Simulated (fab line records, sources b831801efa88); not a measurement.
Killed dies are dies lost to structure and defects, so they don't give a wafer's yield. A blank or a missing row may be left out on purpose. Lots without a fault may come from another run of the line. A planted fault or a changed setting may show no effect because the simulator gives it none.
Which tool did it? | flow sky130 | 24 lots, 72 wafers sampled, at 3 steps of a route of 708

WHAT THE GAUGES READ, wafer by wafer
SKY_SONOS_TUNNEL_TW_MEAS_12. Usual: SONOS_TUNNEL_TW 197.3, standard deviation 1.1.
lot  | measured     | on            | SONOS_TUNNEL_TW   | flag
L074 | day 11 04:36 | film_metro-04 | 197.6 197.4 197.8 |
L075 | day 11 21:27 | film_metro-04 | 198.4 196.7 197.8 |
L076 | day 11 21:41 | film_metro-04 | 197.8 199.0 198.7 |
L077 | day 12 08:37 | film_metro-01 | 194.4 194.0 194.8 |
L078 | day 12 15:32 | film_metro-03 | 197.8 198.0 196.9 |
L079 | day 12 20:42 | film_metro-04 | 197.7 196.5 196.6 |
L080 | day 13 04:24 | film_metro-04 | 197.8 197.2 197.6 |
L081 | day 13 14:29 | film_metro-03 | 197.8 198.6 197.6 |
L082 | day 13 20:21 | film_metro-03 | 196.6 196.8 196.3 |
L083 | day 14 05:02 | film_metro-03 | 198.3 198.9 199.2 |
L084 | day 14 14:47 | film_metro-03 | 199.4 200.2 199.5 |
L085 | day 14 20:06 | film_metro-04 | 198.4 197.6 197.7 |
L086 | day 15 02:17 | film_metro-03 | 197.1 196.8 196.9 |
L087 | day 15 14:39 | film_metro-01 | 195.8 195.0 194.4 |
L088 | day 16 01:34 | film_metro-03 | 197.6 196.7 197.1 |
L089 | day 16 11:50 | film_metro-03 | 196.7 197.1 197.5 |
L090 | day 16 13:47 | film_metro-04 | 199.0 197.0 197.6 |
L091 | day 16 18:47 | film_metro-03 | 196.5 197.3 197.1 |
L092 | day 17 02:53 | film_metro-03 | 196.6 196.2 197.5 |
L093 | day 17 14:36 | film_metro-04 | 197.7 198.8 197.8 |
L094 | day 17 18:30 | film_metro-03 | 196.8 196.3 197.0 |
L095 | day 18 03:05 | film_metro-04 | 197.9 196.9 196.3 |
L096 | day 18 10:26 | film_metro-03 | 197.1 197.3 197.0 |
L097 | day 18 21:28 | film_metro-04 | 198.3 196.8 195.5 |

SKY_RES_XHIGH_TW_MEAS_09. Usual: RES_XHIGH_TW 1624, standard deviation 13.
lot  | measured     | on            | RES_XHIGH_TW   | flag
L074 | day 26 21:40 | film_metro-01 | 1652 1650 1654 |
L075 | day 27 07:32 | film_metro-01 | 1652 1658 1653 |
L076 | day 27 10:56 | film_metro-02 | 1635 1635 1636 |
L077 | day 27 22:01 | film_metro-03 | 1611 1610 1618 |
L078 | day 27 22:55 | film_metro-03 | 1614 1606 1610 |
L079 | day 28 08:35 | film_metro-02 | 1622 1629 1633 |
L080 | day 28 16:54 | film_metro-02 | 1622 1620 1624 |
L081 | day 28 23:40 | film_metro-03 | 1629 1623 1627 |
L082 | day 29 04:13 | film_metro-03 | 1624 1622 1630 |
L083 | day 29 17:46 | film_metro-03 | 1619 1632 1632 |
L084 | day 30 04:53 | film_metro-02 | 1630 1621 1613 |
L085 | day 30 09:58 | film_metro-02 | 1625 1614 1634 |
L086 | day 31 02:11 | film_metro-02 | 1624 1616 1629 |
L087 | day 31 08:42 | film_metro-03 | 1608 1615 1621 |
L088 | day 31 13:32 | film_metro-03 | 1616 1614 1629 |
L089 | day 32 07:20 | film_metro-03 | 1613 1603 1603 |
L090 | day 32 06:41 | film_metro-03 | 1613 1613 1617 |
L091 | day 32 05:14 | film_metro-02 | 1632 1631 1632 |
L092 | day 33 12:55 | film_metro-01 | 1645 1643 1640 |
L093 | day 33 13:13 | film_metro-03 | 1613 1609 1624 |
L094 | day 33 13:32 | film_metro-03 | 1608 1605 1609 |
L095 | day 33 13:52 | film_metro-03 | 1613 1614 1612 |
L096 | day 33 16:34 | film_metro-01 | 1649 1641 1637 |
L097 | day 34 00:26 | film_metro-03 | 1617 1626 1624 |

WHICH TOOL RAN EACH LOT (tool, then ch and the chambers of the sampled wafers, then the start)
lot  | SKY_DNWELL_STRIP_08
L074 | plasma_asher-01 ch 0,1, day 3 03:25
L075 | plasma_asher-02 ch 0, day 3 08:41
L076 | plasma_asher-02 ch 0,1, day 3 15:22
L077 | plasma_asher-04 ch 0,1, day 3 20:52
L078 | plasma_asher-02 ch 0,1, day 4 00:35
L079 | plasma_asher-02 ch 0,1, day 4 06:13
L080 | plasma_asher-01 ch 0,1, day 4 10:18
L081 | plasma_asher-01 ch 1, day 4 17:31
L082 | plasma_asher-02 ch 0,1, day 4 22:49
L083 | plasma_asher-02 ch 0,1, day 5 04:37
L084 | plasma_asher-02 ch 0,1, day 5 09:43
L085 | plasma_asher-04 ch 1, day 5 14:41
L086 | plasma_asher-04 ch 0,1, day 5 19:10
L087 | plasma_asher-01 ch 0,1, day 6 02:19
L088 | plasma_asher-02 ch 0,1, day 6 10:46
L089 | plasma_asher-01 ch 0,1, day 6 15:13
L090 | plasma_asher-01 ch 0,1, day 6 19:02
L091 | plasma_asher-01 ch 0,1, day 6 23:13
L092 | plasma_asher-02 ch 0,1, day 7 03:04
L093 | plasma_asher-02 ch 0,1, day 7 11:01
L094 | plasma_asher-01 ch 0,1, day 7 15:37
L095 | plasma_asher-01 ch 0,1, day 7 20:19
L096 | plasma_asher-01 ch 0,1, day 8 03:43
L097 | plasma_asher-02 ch 0,1, day 8 09:39
- SKY_DNWELL_STRIP_08: strips in O2/N2.

WHAT THE TOOLS THEMSELVES READ (means of the sampled wafers that have a number; where no wafer has one, the mark that the record gives instead)
SKY_DNWELL_STRIP_08. Usual: drypump_motor_current_A 6.0 A, standard deviation 0.56; oes_product_au 0.723 a.u., standard deviation 0.0046; strip_time_to_endpoint_s 36.96 s, standard deviation 0.073.
lot  | tool            | drypump_motor_current_A (A) | oes_product_au (a.u.) | strip_time_to_endpoint_s (s) | flag
L074 | plasma_asher-01 | 6.1                         | 0.722                 | 37.00                        |
L075 | plasma_asher-02 | 6.8                         | 0.724                 | 36.94                        |
L076 | plasma_asher-02 | 5.9                         | 0.723                 | 36.87                        |
L077 | plasma_asher-04 | 6.3                         | 0.719                 | 36.94                        |
L078 | plasma_asher-02 | 5.9                         | 0.718                 | 36.84                        |
L079 | plasma_asher-02 | 6.3                         | 0.721                 | 36.92                        |
L080 | plasma_asher-01 | 6.1                         | 0.720                 | 36.93                        |
L081 | plasma_asher-01 | 6.4                         | 0.721                 | 36.91                        |
L082 | plasma_asher-02 | 5.9                         | 0.724                 | 37.01                        |
L083 | plasma_asher-02 | 5.9                         | 0.719                 | 37.03                        |
L084 | plasma_asher-02 | 6.3                         | 0.720                 | 36.95                        |
L085 | plasma_asher-04 | 5.8                         | 0.723                 | 36.99                        |
L086 | plasma_asher-04 | 6.0                         | 0.721                 | 36.98                        |
L087 | plasma_asher-01 | 5.7                         | 0.720                 | 37.00                        |
L088 | plasma_asher-02 | 5.9                         | 0.721                 | 36.95                        |
L089 | plasma_asher-01 | 6.1                         | 0.724                 | 36.98                        |
L090 | plasma_asher-01 | 5.7                         | 0.727                 | 36.86                        |
L091 | plasma_asher-01 | 6.1                         | 0.717                 | 37.02                        |
L092 | plasma_asher-02 | 6.4                         | 0.722                 | 36.88                        |
L093 | plasma_asher-02 | 5.9                         | 0.721                 | 36.97                        |
L094 | plasma_asher-01 | 6.1                         | 0.725                 | 36.96                        |
L095 | plasma_asher-01 | 5.7                         | 0.717                 | 37.06                        |
L096 | plasma_asher-01 | 6.1                         | 0.723                 | 36.95                        |
L097 | plasma_asher-02 | 6.4                         | 0.727                 | 36.97                        |

THE ANSWER, worked out from the rows above alone
Rule: a lot is off if the mean of its wafers that have a number lies more than 3 standard deviations from the usual mean. A lot without any number at a reading at which 4 lots or more have one is off too. The other lots that the step has rows for count as sound. The gauges are gone through in route order, then the tools' own readings, and for those a lot's mean is taken as printed above. The first step at which some lot is off is used, and at that step the reading that is off furthest; a lot without a number counts as furthest.
No lot is off at any reading shown: from this, nothing can be told.

WHAT THE SIMULATOR HAD PUT IN
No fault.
